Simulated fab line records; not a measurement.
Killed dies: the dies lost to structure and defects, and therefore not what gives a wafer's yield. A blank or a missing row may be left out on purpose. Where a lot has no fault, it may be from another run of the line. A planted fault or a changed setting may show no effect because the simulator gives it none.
A struck lot beside a sound one | flow sky130 | 44 steps out of a route of 708
Sound: wafers L579.1, L579.2, L579.3. Wafers L587.1, L587.5, L587.6 were the ones struck. Last of all comes the cause.
At each step with rows: each side's tool, then ch and its chambers, then its first start. Under that, the readings that differ: sound wafers | struck wafers | difference of the means | sigmas: that difference in standard deviations of wafers without a fault.
alike: same words and numbers on both sides, and readings whose means sit less than 2 such deviations apart. not compared: any withheld reading, any reading some wafer has no value for, any bound like >300 that may hide the same value, and any number with overlapping values for which the record gives no deviation.
The two part at a step that has a row with sigmas, a row that says differs or no value, or rows on one side only. Numbers that don't overlap but have no deviation are shown without sigmas and don't part them. A reading missing from all wafers of one side parts the sides only when that side holds two or more wafers.

SKY_VIA2_ETCH_15: etches SiO2 in C4F8/O2/Ar, stops on TiN, target depth 546 nm, time 84 s.
  sound on rie-diel-04 ch 1,2,3, day 37 00:43; struck on rie-diel-03 ch 0,2,3, day 39 21:30
  alike: bias-w, oes-product-au
  not compared: rf-hours-counter-h
SKY_VIA2_STRIP_16: strips in O2/N2.
  sound on plasma-asher-02 ch 0,1, day 37 00:47; struck on plasma-asher-03 ch 0,1, day 39 21:34
  alike: drypump-motor-current-A, oes-product-au, strip-time-to-endpoint-s
  not compared: rf-hours-counter-h
then, 4 steps without rows for these wafers: SKY_VIA2_STRIP_17 (strips in post etch residue remover, time 1200 s); SKY_VIA2_CLEAN_18 (cleans in IPA, time 180 s); SKY_VIA2_CLEAN_19 (cleans in O3/DIW); SKY_VIA2_SPUTTER_20 (material TiN, target thk 20 nm, time 80 s).
SKY_VIA2_CVD_21: deposits W, target thk 420 nm, time 126.4 s.
  sound on cvd-w-02 ch 0,1, day 37 01:26; struck on cvd-w-02 ch 0,1, day 39 22:19
  alike: heater-power-w
SKY_VIA2_RS_MEAS_22: uses a four-point probe to measure.
  sound: film-metro-01 at day 37 01:34; struck: film-metro-01 at day 39 22:27
  alike: VIA2_W_RS
SKY_VIA2_THK_MEAS_23: measures by xrf.
  sound: film-metro-01 at day 37 01:41; struck: film-metro-01 at day 39 22:34
  alike: VIA2_W_THK
SKY_VIA2_CMP_24: polishes, stops on SiO2, t overpolish 20 s, target thk 0 nm.
  sound on cmp-01 ch 0,2,3, day 37 01:45; struck on cmp-01 ch 0,1, day 39 22:41
  alike: motor-current-A, overpolish-run-s, time-to-endpoint-s
then, 1 step without rows for these wafers: SKY_METAL3_SPUTTER_00 (material Ti, target thk 15 nm, time 10 s).
SKY_METAL3_SPUTTER_01: material TiN, target thk 20 nm, time 16.7 s.
  sound: pvd-sputter-03 at day 37 02:04; struck: pvd-sputter-03 at day 39 22:57
  alike: chamber-pressure-pa, throttle-valve-pct
SKY_METAL3_SPUTTER_02: material AlCu, target thk 735 nm, time 39.1 s.
  sound: pvd-sputter-03 at day 37 02:05; struck: pvd-sputter-03 at day 39 22:59
  reading                                     | sound                | struck               | difference | sigmas
  chamber-pressure-pa (Pa)                    | 0.4003 0.3999 0.3992 | 0.3489 0.3509 0.3503 | -0.0498    | -61
  throttle-valve-pct (%)                      | 28.7 30.8 28.7       | 32.8 32.8 30.7       | +2.7       | +3
  model.AlCu_of_METAL3_SPUTTER_02.thk-nm (nm) | 722.8 724.7 734.4    | 752.2 753.5 754.4    | +26.1      |
then, 3 steps without rows for these wafers: SKY_METAL3_SPUTTER_03 (material Ti, target thk 5 nm, time 3.3 s); SKY_METAL3_SPUTTER_04 (material TiN, target thk 70 nm, time 58.3 s); SKY_CAPM_CVD_00 (deposits SiO2, target thk 15.5 nm).
SKY_CAPM_THK_MEAS_01:
  sound: film-metro-04 at day 37 02:14; struck: film-metro-04 at day 39 23:07
  alike: CAPM_CVD_00_THK
then, 1 step without rows for these wafers: SKY_CAPM_SPUTTER_02 (material TiN, target thk 200 nm, time 166.7 s).
SKY_CAPM_RS_MEAS_03: uses a four-point probe to measure.
  sound: film-metro-02 at day 37 02:24; struck: film-metro-02 at day 39 23:17
  reading              | sound          | struck         | difference | sigmas
  CAPM_TIN_RS (ohm/sq) | 6.86 6.94 6.92 | 7.11 7.22 7.08 | +0.23      | +3
SKY_CAPM_THK_MEAS_04: measures by xrf.
  sound: film-metro-02 at day 37 02:31; struck: film-metro-02 at day 39 23:24
  reading           | sound             | struck            | difference | sigmas
  CAPM_TIN_THK (nm) | 199.4 196.0 197.6 | 192.3 190.0 193.1 | -5.9       | -2
then, 7 steps without rows for these wafers: SKY_CAPM_DEHYDRATE_05 (time 60 s); SKY_CAPM_HMDS_06 (prime time 60 s); SKY_CAPM_COAT_07 (resist thk 1140 nm); SKY_CAPM_SOFTBAKE_08 (time 60 s); SKY_CAPM_EXPOSE_09 (exposes mask CAPM, target cd 1000 nm); SKY_CAPM_PEB_10; SKY_CAPM_DEVELOP_11 (develop time 60 s).
SKY_CAPM_OVL_MEAS_12:
  sound: overlay-01 at day 38 04:46; struck: overlay-02 at day 40 22:48
  alike: CAPM_OVL
then, 13 steps without rows for these wafers: SKY_CAPM_METAL_ETCH_13 (etches TiN in Cl2/BCl3, stops on SiO2, target depth 220 nm, time 62.9 s); SKY_CAPM_STRIP_14 (strips in O2/N2); SKY_CAPM_STRIP_15 (strips in post etch residue remover, time 1200 s); SKY_CAPM_CLEAN_16 (cleans in IPA, time 180 s); SKY_CAPM_CLEAN_17 (cleans in O3/DIW); SKY_METAL3_DEHYDRATE_05 (time 60 s); SKY_METAL3_HMDS_06 (prime time 60 s); SKY_METAL3_COAT_07 (resist thk 60 nm); SKY_METAL3_COAT_08 (resist thk 1140 nm); SKY_METAL3_SOFTBAKE_09 (time 90 s); SKY_METAL3_EXPOSE_10 (exposes mask MM3, target cd 300 nm); SKY_METAL3_PEB_11; SKY_METAL3_DEVELOP_12 (develop time 60 s).
SKY_METAL3_CD_MEAS_13 targets a cd of 300 nm.
  sound: cd-sem-01 at day 39 07:16; struck: cd-sem-01 at day 41 23:27
  alike: cd-nm
SKY_METAL3_METAL_ETCH_18: etches the open film in Cl2/BCl3, stops on SiO2, target depth 845 nm, time 183.1 s.
  sound on rie-metal-03 ch 0,1, day 39 07:34; struck on rie-metal-01 ch 0,1, day 41 23:46
  reading                            | sound             | struck            | difference | sigmas
  oes-product-au (a.u.)              | 0.859 0.861 0.867 | 0.880 0.884 0.880 | +0.019     | +3
  model.METAL3.feature-depth-nm (nm) | 851.9 855.2 862.8 | 883.9 883.5 884.5 | +27.3      |
  model.etch.depth-nm (nm)           | 851.9 855.2 862.8 | 883.9 883.5 884.5 | +27.3      |
  alike: bcl3-flow-sccm, bias-w, drypump-motor-current-A, throttle-valve-pct
  not compared: rf-hours-counter-h
-- the record jumps here: 7 days lie between the struck wafers' starts before and after (it left off in module METAL3 and takes up again in module PAD_OPEN, whose first step shown is number 708 of the route) --
SKY_PAD_OPEN_PROBE_99:
  sound: prober-02 at day 46 10:34; struck: prober-02 at day 48 14:46
  reading                    | sound                   | struck                  | difference | sigmas
  model.etest.met3.rs-ohm-sq | 0.04325 0.04334 0.04257 | 0.04145 0.04187 0.04228 | -0.00119   |
  alike: defect-limited-yield, killed_at_M0_to_M3, killed_at_M4_up, killed-at-contacts, killed-at-front-end, killed-at-other, killed-dies, killed-open, killed-short, sort_bin_3_pad_short, sort_bin_5_function, sort_bin_6_memory, sort-n-pass, sort-yield-pct

WHERE THEY PART
First at SKY_METAL3_SPUTTER_02; last, within this record, at SKY_METAL3_METAL_ETCH_18. Later steps at which nothing parts them and some readings are alike: SKY_PAD_OPEN_PROBE_99.

WHY: the cause the simulator had injected
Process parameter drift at SKY_METAL3_SPUTTER_02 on pvd-sputter-03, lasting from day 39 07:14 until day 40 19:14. From 0.4, the setting chamber-pressure-pa moved by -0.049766. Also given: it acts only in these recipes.
